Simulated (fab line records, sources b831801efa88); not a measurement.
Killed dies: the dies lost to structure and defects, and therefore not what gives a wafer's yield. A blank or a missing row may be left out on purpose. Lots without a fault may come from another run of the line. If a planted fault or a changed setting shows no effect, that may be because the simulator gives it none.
fab line records :: flow gf180mcu :: part 2 of 2: steps 27 to 36 of 36
record
  lots=5
  wafers=15
  last-day=34
route steps=602 shown PSD@255 NSD@262 SAB@264 SALICIDE@278 CONTACT@287
lots that met no fault: from a run of the same line without faults
start-h: hours from the record's opening day to when the first of the lot's shown wafers began :: wait-h: hours elapsed since this lot's preceding step :: " as in the row above :: L1.1+2: a row that stands for several wafers :: - no value present, or no start provided :: * or withheld: withheld :: < > ~ a bound
route shown NAME@n: a module of which the file shows steps, and the number in the route of the first :: usual: mean/standard deviation of fault-free wafers :: same: alike in all rows :: chamber/n: place in a boat :: sites: readings site by site :: _std_site: the standard deviation of these :: _edge_site: inner sites' mean taken away from outer sites' mean :: radius-mm: for every site, how far away it sits from the centre of the wafer :: mask NAME#n: copy n :: behind: tool/chamber where the wafer was last shaped :: hold: why the lot was held/for how many hours/how that ended :: device: the transistor (n, p or np) that didn't switch :: end of line: the tests these same wafers got at the end of their route :: a step given without rows: its recipe and nothing more :: killed: the dies lost at the first sort to structure and to defects; this is not the yield of the wafer :: map: shows each die of a wafer: x if killed, . if not, _ if none is there
set.NAME: setting as actually run; set.NAME@STEP: the setting as run at that earlier step :: model.NAME: the simulator's own value behind a step, which no gauge read
a table for each step, a row for each wafer; lots at some steps of the route
services: a tool's chamber out of use, with start hour (start-h, from the record's first day; less than 0 if before it), hours out, and reason
## steps
# step GF_SALICIDE_SPUTTER_03
# recipe
  material=TiN
  target-thk-nm=20
  power-w=6500
  time-s=16.7
  chamber-pressure-pa=0.4
# usual
  throttle-valve-pct=29.3/0.88
lot.wafer: L078.1
tool: pvd-sputter-04
chamber: -
start-h: 372.14
wait-h: 0.0
throttle-valve-pct: 30.9

lot.wafer: L078.2
tool: pvd-sputter-04
chamber: -
start-h: 372.14
wait-h: 0.0
throttle-valve-pct: 29.4

lot.wafer: L078.5
tool: pvd-sputter-04
chamber: -
start-h: 372.14
wait-h: 0.0
throttle-valve-pct: 29.6

lot.wafer: L086.2
tool: pvd-sputter-04
chamber: -
start-h: 449.91
wait-h: 0.0
throttle-valve-pct: 29.7

lot.wafer: L086.4
tool: pvd-sputter-04
chamber: -
start-h: 449.91
wait-h: 0.0
throttle-valve-pct: 31.1

lot.wafer: L086.5
tool: pvd-sputter-04
chamber: -
start-h: 449.91
wait-h: 0.0
throttle-valve-pct: 29.8

lot.wafer: L088.3
tool: pvd-sputter-04
chamber: -
start-h: 466.25
wait-h: 0.0
throttle-valve-pct: 30.8

lot.wafer: L088.4
tool: pvd-sputter-04
chamber: -
start-h: 466.25
wait-h: 0.0
throttle-valve-pct: 30.1

lot.wafer: L088.5
tool: pvd-sputter-04
chamber: -
start-h: 466.25
wait-h: 0.0
throttle-valve-pct: 29.8

lot.wafer: L090.1
tool: pvd-sputter-01
chamber: -
start-h: 480.29
wait-h: 0.0
throttle-valve-pct: 29.3

lot.wafer: L090.2
tool: pvd-sputter-01
chamber: -
start-h: 480.29
wait-h: 0.0
throttle-valve-pct: 28.9

lot.wafer: L090.4
tool: pvd-sputter-01
chamber: -
start-h: 480.29
wait-h: 0.0
throttle-valve-pct: 28.4

lot.wafer: L094.2
tool: pvd-sputter-01
chamber: -
start-h: 512.32
wait-h: 0.0
throttle-valve-pct: 29.0

lot.wafer: L094.3
tool: pvd-sputter-01
chamber: -
start-h: 512.32
wait-h: 0.0
throttle-valve-pct: 28.0

lot.wafer: L094.5
tool: pvd-sputter-01
chamber: -
start-h: 512.32
wait-h: 0.0
throttle-valve-pct: 28.0
# step GF_SALICIDE_RS_MEAS_04
# recipe
  thk-meas-gauge=four-point-probe
  reads=TiN_of_SALICIDE_SPUTTER_03+Co_of_SALICIDE_SPUTTER_02
# usual
  SALICIDE_TIN_RS=16.37/0.26
lot.wafer: L078.1
tool: film-metro-01
chamber: -
start-h: 372.16
wait-h: 0.0
SALICIDE_TIN_RS[ohm/sq]: 16.37

lot.wafer: L078.2
tool: film-metro-01
chamber: -
start-h: 372.16
wait-h: 0.0
SALICIDE_TIN_RS[ohm/sq]: 16.05

lot.wafer: L078.5
tool: film-metro-01
chamber: -
start-h: 372.16
wait-h: 0.0
SALICIDE_TIN_RS[ohm/sq]: 16.06

lot.wafer: L086.2
tool: film-metro-03
chamber: -
start-h: 449.95
wait-h: 0.0
SALICIDE_TIN_RS[ohm/sq]: 16.73

lot.wafer: L086.4
tool: film-metro-03
chamber: -
start-h: 449.95
wait-h: 0.0
SALICIDE_TIN_RS[ohm/sq]: 16.19

lot.wafer: L086.5
tool: film-metro-03
chamber: -
start-h: 449.95
wait-h: 0.0
SALICIDE_TIN_RS[ohm/sq]: 16.74

lot.wafer: L088.3
tool: film-metro-04
chamber: -
start-h: 466.31
wait-h: 0.1
SALICIDE_TIN_RS[ohm/sq]: 16.47

lot.wafer: L088.4
tool: film-metro-04
chamber: -
start-h: 466.31
wait-h: 0.1
SALICIDE_TIN_RS[ohm/sq]: 16.13

lot.wafer: L088.5
tool: film-metro-04
chamber: -
start-h: 466.31
wait-h: 0.1
SALICIDE_TIN_RS[ohm/sq]: 16.52

lot.wafer: L090.1
tool: film-metro-03
chamber: -
start-h: 480.32
wait-h: 0.0
SALICIDE_TIN_RS[ohm/sq]: 16.50

lot.wafer: L090.2
tool: film-metro-03
chamber: -
start-h: 480.32
wait-h: 0.0
SALICIDE_TIN_RS[ohm/sq]: 16.47

lot.wafer: L090.4
tool: film-metro-03
chamber: -
start-h: 480.32
wait-h: 0.0
SALICIDE_TIN_RS[ohm/sq]: 16.21

lot.wafer: L094.2
tool: film-metro-01
chamber: -
start-h: 512.37
wait-h: 0.0
SALICIDE_TIN_RS[ohm/sq]: 16.14

lot.wafer: L094.3
tool: film-metro-01
chamber: -
start-h: 512.37
wait-h: 0.0
SALICIDE_TIN_RS[ohm/sq]: 16.14

lot.wafer: L094.5
tool: film-metro-01
chamber: -
start-h: 512.37
wait-h: 0.0
SALICIDE_TIN_RS[ohm/sq]: 16.18
# step GF_SALICIDE_THK_MEAS_05
# recipe
  thk-meas-gauge=xrf
  reads=TiN_of_SALICIDE_SPUTTER_03
# usual
  SALICIDE_TIN_THK=19.83/0.26
lot.wafer: L078.1
tool: film-metro-01
chamber: -
start-h: 372.28
wait-h: 0.1
SALICIDE_TIN_THK[nm]: 19.95

lot.wafer: L078.2
tool: film-metro-01
chamber: -
start-h: 372.28
wait-h: 0.1
SALICIDE_TIN_THK[nm]: 20.00

lot.wafer: L078.5
tool: film-metro-01
chamber: -
start-h: 372.28
wait-h: 0.1
SALICIDE_TIN_THK[nm]: 20.07

lot.wafer: L086.2
tool: film-metro-03
chamber: -
start-h: 450.06
wait-h: 0.1
SALICIDE_TIN_THK[nm]: 19.92

lot.wafer: L086.4
tool: film-metro-03
chamber: -
start-h: 450.06
wait-h: 0.1
SALICIDE_TIN_THK[nm]: 19.91

lot.wafer: L086.5
tool: film-metro-03
chamber: -
start-h: 450.06
wait-h: 0.1
SALICIDE_TIN_THK[nm]: 19.75

lot.wafer: L088.3
tool: film-metro-04
chamber: -
start-h: 466.41
wait-h: 0.1
SALICIDE_TIN_THK[nm]: 19.73

lot.wafer: L088.4
tool: film-metro-04
chamber: -
start-h: 466.41
wait-h: 0.1
SALICIDE_TIN_THK[nm]: 20.06

lot.wafer: L088.5
tool: film-metro-04
chamber: -
start-h: 466.41
wait-h: 0.1
SALICIDE_TIN_THK[nm]: 19.88

lot.wafer: L090.1
tool: film-metro-03
chamber: -
start-h: 480.44
wait-h: 0.1
SALICIDE_TIN_THK[nm]: 19.80

lot.wafer: L090.2
tool: film-metro-03
chamber: -
start-h: 480.44
wait-h: 0.1
SALICIDE_TIN_THK[nm]: 19.65

lot.wafer: L090.4
tool: film-metro-03
chamber: -
start-h: 480.44
wait-h: 0.1
SALICIDE_TIN_THK[nm]: 19.72

lot.wafer: L094.2
tool: film-metro-01
chamber: -
start-h: 512.48
wait-h: 0.1
SALICIDE_TIN_THK[nm]: 19.95

lot.wafer: L094.3
tool: film-metro-01
chamber: -
start-h: 512.48
wait-h: 0.1
SALICIDE_TIN_THK[nm]: 20.01

lot.wafer: L094.5
tool: film-metro-01
chamber: -
start-h: 512.48
wait-h: 0.1
SALICIDE_TIN_THK[nm]: 19.98
# step GF_SALICIDE_RTA_06
# recipe
  temp-c=530
  time-s=30
  ambient=N2
# usual
  lamp-power-pct=6.75/0.12
  wafer_temp_C_max=531.8/0.47
lot.wafer: L078.1
tool: rtp-anneal-01
chamber: 0
start-h: 372.34
wait-h: 0.1
lamp-power-pct: 6.68
wafer_temp_C_max: 531.2

lot.wafer: L078.2
tool: rtp-anneal-01
chamber: 0
start-h: 372.34
wait-h: 0.1
lamp-power-pct: 6.67
wafer_temp_C_max: 531.9

lot.wafer: L078.5
tool: rtp-anneal-01
chamber: 0
start-h: 372.34
wait-h: 0.1
lamp-power-pct: 6.67
wafer_temp_C_max: 531.4

lot.wafer: L086.2
tool: rtp-anneal-02
chamber: 0
start-h: 450.13
wait-h: 0.1
lamp-power-pct: 6.93
wafer_temp_C_max: 531.7

lot.wafer: L086.4
tool: rtp-anneal-02
chamber: 0
start-h: 450.13
wait-h: 0.1
lamp-power-pct: 6.93
wafer_temp_C_max: 532.2

lot.wafer: L086.5
tool: rtp-anneal-02
chamber: 0
start-h: 450.13
wait-h: 0.1
lamp-power-pct: 6.94
wafer_temp_C_max: 532.2

lot.wafer: L088.3
tool: rtp-anneal-01
chamber: 0
start-h: 466.49
wait-h: 0.1
lamp-power-pct: 6.67
wafer_temp_C_max: 531.4

lot.wafer: L088.4
tool: rtp-anneal-01
chamber: 0
start-h: 466.49
wait-h: 0.1
lamp-power-pct: 6.68
wafer_temp_C_max: 531.6

lot.wafer: L088.5
tool: rtp-anneal-01
chamber: 0
start-h: 466.49
wait-h: 0.1
lamp-power-pct: 6.68
wafer_temp_C_max: 531.9

lot.wafer: L090.1
tool: rtp-anneal-01
chamber: 0
start-h: 480.50
wait-h: 0.1
lamp-power-pct: 6.67
wafer_temp_C_max: 531.7

lot.wafer: L090.2
tool: rtp-anneal-01
chamber: 0
start-h: 480.50
wait-h: 0.1
lamp-power-pct: 6.68
wafer_temp_C_max: 531.7

lot.wafer: L090.4
tool: rtp-anneal-01
chamber: 0
start-h: 480.50
wait-h: 0.1
lamp-power-pct: 6.67
wafer_temp_C_max: 532.0

lot.wafer: L094.2
tool: rtp-anneal-01
chamber: 0
start-h: 512.55
wait-h: 0.1
lamp-power-pct: 6.68
wafer_temp_C_max: 531.1

lot.wafer: L094.3
tool: rtp-anneal-01
chamber: 0
start-h: 512.55
wait-h: 0.1
lamp-power-pct: 6.67
wafer_temp_C_max: 531.2

lot.wafer: L094.5
tool: rtp-anneal-01
chamber: 0
start-h: 512.55
wait-h: 0.1
lamp-power-pct: 6.68
wafer_temp_C_max: 531.4
# step GF_SALICIDE_WET_ETCH_07
# recipe
  chemistry=SPM
  target-depth-nm=120
  dry=n2-spin
lot.wafer: L078.1+2+5
tool: wet-bench-01
chamber: 2
start-h: 372.44
wait-h: 0.1

lot.wafer: L086.2+4+5
tool: wet-bench-04
chamber: 3
start-h: 450.21
wait-h: 0.1

lot.wafer: L088.3+4+5
tool: wet-bench-01
chamber: 3
start-h: 466.55
wait-h: 0.1

lot.wafer: L090.1+2+4
tool: wet-bench-04
chamber: 3
start-h: 480.60
wait-h: 0.1

lot.wafer: L094.2+3+5
tool: wet-bench-04
chamber: 1
start-h: 512.63
wait-h: 0.1
# step GF_SALICIDE_RTA_08
# recipe
  temp-c=800
  time-s=30
  ambient=N2
# usual
  lamp-power-pct=19.1/0.31
  wafer_temp_C_max=803.1/0.65
lot.wafer: L078.1
tool: rtp-anneal-02
chamber: 0
start-h: 372.54
wait-h: 0.0
lamp-power-pct: 19.2
wafer_temp_C_max: 803.9

lot.wafer: L078.2
tool: rtp-anneal-02
chamber: 0
start-h: 372.54
wait-h: 0.0
lamp-power-pct: 19.2
wafer_temp_C_max: 803.6

lot.wafer: L078.5
tool: rtp-anneal-02
chamber: 0
start-h: 372.54
wait-h: 0.0
lamp-power-pct: 19.2
wafer_temp_C_max: 802.8

lot.wafer: L086.2
tool: rtp-anneal-02
chamber: 0
start-h: 450.32
wait-h: 0.0
lamp-power-pct: 19.3
wafer_temp_C_max: 803.2

lot.wafer: L086.4
tool: rtp-anneal-02
chamber: 0
start-h: 450.32
wait-h: 0.0
lamp-power-pct: 19.3
wafer_temp_C_max: 803.6

lot.wafer: L086.5
tool: rtp-anneal-02
chamber: 0
start-h: 450.32
wait-h: 0.0
lamp-power-pct: 19.3
wafer_temp_C_max: 802.7

lot.wafer: L088.3
tool: rtp-anneal-02
chamber: 0
start-h: 466.79
wait-h: 0.0
lamp-power-pct: 19.2
wafer_temp_C_max: 802.9

lot.wafer: L088.4
tool: rtp-anneal-02
chamber: 0
start-h: 466.79
wait-h: 0.0
lamp-power-pct: 19.2
wafer_temp_C_max: 802.6

lot.wafer: L088.5
tool: rtp-anneal-02
chamber: 0
start-h: 466.79
wait-h: 0.0
lamp-power-pct: 19.2
wafer_temp_C_max: 803.2

lot.wafer: L090.1
tool: rtp-anneal-02
chamber: 0
start-h: 480.71
wait-h: 0.0
lamp-power-pct: 19.2
wafer_temp_C_max: 803.4

lot.wafer: L090.2
tool: rtp-anneal-02
chamber: 0
start-h: 480.71
wait-h: 0.0
lamp-power-pct: 19.2
wafer_temp_C_max: 804.1

lot.wafer: L090.4
tool: rtp-anneal-02
chamber: 0
start-h: 480.71
wait-h: 0.0
lamp-power-pct: 19.3
wafer_temp_C_max: 802.9

lot.wafer: L094.2
tool: rtp-anneal-02
chamber: 0
start-h: 512.74
wait-h: 0.0
lamp-power-pct: 19.3
wafer_temp_C_max: 802.8

lot.wafer: L094.3
tool: rtp-anneal-02
chamber: 0
start-h: 512.74
wait-h: 0.0
lamp-power-pct: 19.3
wafer_temp_C_max: 803.0

lot.wafer: L094.5
tool: rtp-anneal-02
chamber: 0
start-h: 512.74
wait-h: 0.0
lamp-power-pct: 19.2
wafer_temp_C_max: 802.3
# step GF_CONTACT_CVD_00
# recipe
  material=SiO2
  target-thk-nm=300
  sigma-open-frac=0.3
  temp-c=400
  time-s=50
  sih4-flow-sccm=60
  pressure-mtorr=6
# usual
  sih4-flow-sccm=60.01/0.17
lot.wafer: L078.1
tool: hdpcvd-01
chamber: 0
start-h: 372.64
wait-h: 0.1
sih4-flow-sccm: 60.44

lot.wafer: L078.2
tool: hdpcvd-01
chamber: 2
start-h: 372.64
wait-h: 0.1
sih4-flow-sccm: 59.76

lot.wafer: L078.5
tool: hdpcvd-01
chamber: 2
start-h: 372.64
wait-h: 0.1
sih4-flow-sccm: 59.83

lot.wafer: L086.2
tool: hdpcvd-02
chamber: 0
start-h: 450.41
wait-h: 0.1
sih4-flow-sccm: 59.89

lot.wafer: L086.4
tool: hdpcvd-02
chamber: 1
start-h: 450.41
wait-h: 0.1
sih4-flow-sccm: 59.75

lot.wafer: L086.5
tool: hdpcvd-02
chamber: 0
start-h: 450.41
wait-h: 0.1
sih4-flow-sccm: 59.84

lot.wafer: L088.3
tool: hdpcvd-02
chamber: 2
start-h: 466.85
wait-h: 0.1
sih4-flow-sccm: 59.89

lot.wafer: L088.4
tool: hdpcvd-02
chamber: 1
start-h: 466.85
wait-h: 0.1
sih4-flow-sccm: 60.00

lot.wafer: L088.5
tool: hdpcvd-02
chamber: 0
start-h: 466.85
wait-h: 0.1
sih4-flow-sccm: 59.93

lot.wafer: L090.1
tool: hdpcvd-02
chamber: 1
start-h: 480.81
wait-h: 0.1
sih4-flow-sccm: 59.87

lot.wafer: L090.2
tool: hdpcvd-02
chamber: 2
start-h: 480.81
wait-h: 0.1
sih4-flow-sccm: 59.91

lot.wafer: L090.4
tool: hdpcvd-02
chamber: 1
start-h: 480.81
wait-h: 0.1
sih4-flow-sccm: 59.80

lot.wafer: L094.2
tool: hdpcvd-01
chamber: 2
start-h: 512.82
wait-h: 0.1
sih4-flow-sccm: 60.04

lot.wafer: L094.3
tool: hdpcvd-01
chamber: 1
start-h: 512.82
wait-h: 0.1
sih4-flow-sccm: 60.27

lot.wafer: L094.5
tool: hdpcvd-01
chamber: 1
start-h: 512.82
wait-h: 0.1
sih4-flow-sccm: 59.83
# step GF_CONTACT_THK_MEAS_01
# recipe
  reads=SiO2_of_CONTACT_CVD_00
# usual
  CONTACT_CVD_00_THK=301/3
lot.wafer: L078.1
tool: film-metro-03
chamber: -
start-h: 372.69
wait-h: 0.0
CONTACT_CVD_00_THK[nm]: 298

lot.wafer: L078.2
tool: film-metro-03
chamber: -
start-h: 372.69
wait-h: 0.0
CONTACT_CVD_00_THK[nm]: 298

lot.wafer: L078.5
tool: film-metro-03
chamber: -
start-h: 372.69
wait-h: 0.0
CONTACT_CVD_00_THK[nm]: 299

lot.wafer: L086.2
tool: film-metro-03
chamber: -
start-h: 450.46
wait-h: 0.0
CONTACT_CVD_00_THK[nm]: 296

lot.wafer: L086.4
tool: film-metro-03
chamber: -
start-h: 450.46
wait-h: 0.0
CONTACT_CVD_00_THK[nm]: 300

lot.wafer: L086.5
tool: film-metro-03
chamber: -
start-h: 450.46
wait-h: 0.0
CONTACT_CVD_00_THK[nm]: 299

lot.wafer: L088.3
tool: film-metro-04
chamber: -
start-h: 466.92
wait-h: 0.0
CONTACT_CVD_00_THK[nm]: 299

lot.wafer: L088.4
tool: film-metro-04
chamber: -
start-h: 466.92
wait-h: 0.0
CONTACT_CVD_00_THK[nm]: 299

lot.wafer: L088.5
tool: film-metro-04
chamber: -
start-h: 466.92
wait-h: 0.0
CONTACT_CVD_00_THK[nm]: 300

lot.wafer: L090.1
tool: film-metro-03
chamber: -
start-h: 480.85
wait-h: 0.0
CONTACT_CVD_00_THK[nm]: 298

lot.wafer: L090.2
tool: film-metro-03
chamber: -
start-h: 480.85
wait-h: 0.0
CONTACT_CVD_00_THK[nm]: 304

lot.wafer: L090.4
tool: film-metro-03
chamber: -
start-h: 480.85
wait-h: 0.0
CONTACT_CVD_00_THK[nm]: 299

lot.wafer: L094.2
tool: film-metro-02
chamber: -
start-h: 512.88
wait-h: 0.0
CONTACT_CVD_00_THK[nm]: 298

lot.wafer: L094.3
tool: film-metro-02
chamber: -
start-h: 512.88
wait-h: 0.0
CONTACT_CVD_00_THK[nm]: 298

lot.wafer: L094.5
tool: film-metro-02
chamber: -
start-h: 512.88
wait-h: 0.0
CONTACT_CVD_00_THK[nm]: 299
# step GF_CONTACT_CVD_02
# recipe
  material=SiO2
  target-thk-nm=860
  precursor=TEOS
  temp-c=400
  time-s=95.992
  rf-w=600
# usual
  heater-power-w=664/82
lot.wafer: L078.1
tool: pecvd-01
chamber: 1
start-h: 372.75
wait-h: 0.1
heater-power-w: 584

lot.wafer: L078.2
tool: pecvd-01
chamber: 0
start-h: 372.75
wait-h: 0.1
heater-power-w: 697

lot.wafer: L078.5
tool: pecvd-01
chamber: 2
start-h: 372.75
wait-h: 0.1
heater-power-w: 732

lot.wafer: L086.2
tool: pecvd-04
chamber: 2
start-h: 450.51
wait-h: 0.0
heater-power-w: 723

lot.wafer: L086.4
tool: pecvd-04
chamber: 0
start-h: 450.51
wait-h: 0.0
heater-power-w: 493

lot.wafer: L086.5
tool: pecvd-04
chamber: 2
start-h: 450.51
wait-h: 0.0
heater-power-w: 739

lot.wafer: L088.3
tool: pecvd-01
chamber: 2
start-h: 466.96
wait-h: 0.0
heater-power-w: 805

lot.wafer: L088.4
tool: pecvd-01
chamber: 0
start-h: 466.96
wait-h: 0.0
heater-power-w: 591

lot.wafer: L088.5
tool: pecvd-01
chamber: 1
start-h: 466.96
wait-h: 0.0
heater-power-w: 626

lot.wafer: L090.1
tool: pecvd-01
chamber: 0
start-h: 480.91
wait-h: 0.1
heater-power-w: 689

lot.wafer: L090.2
tool: pecvd-01
chamber: 1
start-h: 480.91
wait-h: 0.1
heater-power-w: 635

lot.wafer: L090.4
tool: pecvd-01
chamber: 0
start-h: 480.91
wait-h: 0.1
heater-power-w: 708

lot.wafer: L094.2
tool: pecvd-01
chamber: 0
start-h: 512.93
wait-h: 0.0
heater-power-w: 751

lot.wafer: L094.3
tool: pecvd-01
chamber: 2
start-h: 512.93
wait-h: 0.0
heater-power-w: 688

lot.wafer: L094.5
tool: pecvd-01
chamber: 0
start-h: 512.93
wait-h: 0.0
heater-power-w: 596
# step GF_CONTACT_THK_MEAS_03
# recipe
  reads=SiO2_of_CONTACT_CVD_02
# usual
  CONTACT_CVD_02_THK=860/10
lot.wafer: L078.1
tool: film-metro-02
chamber: -
start-h: 372.82
wait-h: 0.0
CONTACT_CVD_02_THK[nm]: 862

lot.wafer: L078.2
tool: film-metro-02
chamber: -
start-h: 372.82
wait-h: 0.0
CONTACT_CVD_02_THK[nm]: 854

lot.wafer: L078.5
tool: film-metro-02
chamber: -
start-h: 372.82
wait-h: 0.0
CONTACT_CVD_02_THK[nm]: 874

lot.wafer: L086.2
tool: film-metro-02
chamber: -
start-h: 450.59
wait-h: 0.0
CONTACT_CVD_02_THK[nm]: 859

lot.wafer: L086.4
tool: film-metro-02
chamber: -
start-h: 450.59
wait-h: 0.0
CONTACT_CVD_02_THK[nm]: 869

lot.wafer: L086.5
tool: film-metro-02
chamber: -
start-h: 450.59
wait-h: 0.0
CONTACT_CVD_02_THK[nm]: 860

lot.wafer: L088.3
tool: film-metro-02
chamber: -
start-h: 467.05
wait-h: 0.1
CONTACT_CVD_02_THK[nm]: 861

lot.wafer: L088.4
tool: film-metro-02
chamber: -
start-h: 467.05
wait-h: 0.1
CONTACT_CVD_02_THK[nm]: 869

lot.wafer: L088.5
tool: film-metro-02
chamber: -
start-h: 467.05
wait-h: 0.1
CONTACT_CVD_02_THK[nm]: 861

lot.wafer: L090.1
tool: film-metro-03
chamber: -
start-h: 480.98
wait-h: 0.0
CONTACT_CVD_02_THK[nm]: 870

lot.wafer: L090.2
tool: film-metro-03
chamber: -
start-h: 480.98
wait-h: 0.0
CONTACT_CVD_02_THK[nm]: 863

lot.wafer: L090.4
tool: film-metro-03
chamber: -
start-h: 480.98
wait-h: 0.0
CONTACT_CVD_02_THK[nm]: 880

lot.wafer: L094.2
tool: film-metro-03
chamber: -
start-h: 513.01
wait-h: 0.0
CONTACT_CVD_02_THK[nm]: 851

lot.wafer: L094.3
tool: film-metro-03
chamber: -
start-h: 513.01
wait-h: 0.0
CONTACT_CVD_02_THK[nm]: 868

lot.wafer: L094.5
tool: film-metro-03
chamber: -
start-h: 513.01
wait-h: 0.0
CONTACT_CVD_02_THK[nm]: 869
## services
tool: hdpcvd-02
chamber: -
start-h: 332.23
hours: 3.5
kind: repair

tool: iline-stepper-01
chamber: -
start-h: 335.29
hours: 1.7
kind: pm

tool: pecvd-01
chamber: -
start-h: 335.59
hours: 0.7
kind: repair

tool: hdpcvd-02
chamber: 2
start-h: 343.26
hours: 26.2
kind: repair

tool: hdpcvd-02
chamber: 0
start-h: 346.29
hours: 4.1
kind: repair

tool: hdpcvd-02
chamber: 0
start-h: 353.11
hours: 6.1
kind: repair

tool: pecvd-04
chamber: 1
start-h: 357.28
hours: 5.9
kind: repair

tool: rie-diel-04
chamber: 2
start-h: 363.41
hours: 2.3
kind: repair

tool: pecvd-04
chamber: -
start-h: 379.62
hours: 2.8
kind: pm

tool: rtp-anneal-01
chamber: -
start-h: 381.31
hours: 3.5
kind: pm

tool: implanter-01
chamber: -
start-h: 386.48
hours: 3.6
kind: repair

tool: pecvd-01
chamber: 2
start-h: 397.63
hours: 16.1
kind: repair

tool: rie-diel-04
chamber: 2
start-h: 397.98
hours: 2.8
kind: repair

tool: wet-bench-02
chamber: -
start-h: 401.44
hours: 2.5
kind: repair

tool: pecvd-01
chamber: -
start-h: 406.35
hours: 1.4
kind: repair

tool: plasma-asher-01
chamber: -
start-h: 431.57
hours: 9.3
kind: repair

tool: pvd-sputter-04
chamber: -
start-h: 437.78
hours: 3.9
kind: repair

tool: wet-bench-04
chamber: -
start-h: 445.99
hours: 1.2
kind: repair

tool: pvd-sputter-04
chamber: -
start-h: 457.61
hours: 2.5
kind: repair

tool: pvd-sputter-01
chamber: -
start-h: 462.64
hours: 4.6
kind: repair

tool: pvd-sputter-01
chamber: -
start-h: 476.17
hours: 3.9
kind: repair

tool: pvd-sputter-04
chamber: -
start-h: 476.72
hours: 15.3
kind: repair

tool: pvd-sputter-04
chamber: -
start-h: 495.69
hours: 2.8
kind: repair

tool: plasma-asher-02
chamber: -
start-h: 502.58
hours: 10.0
kind: repair
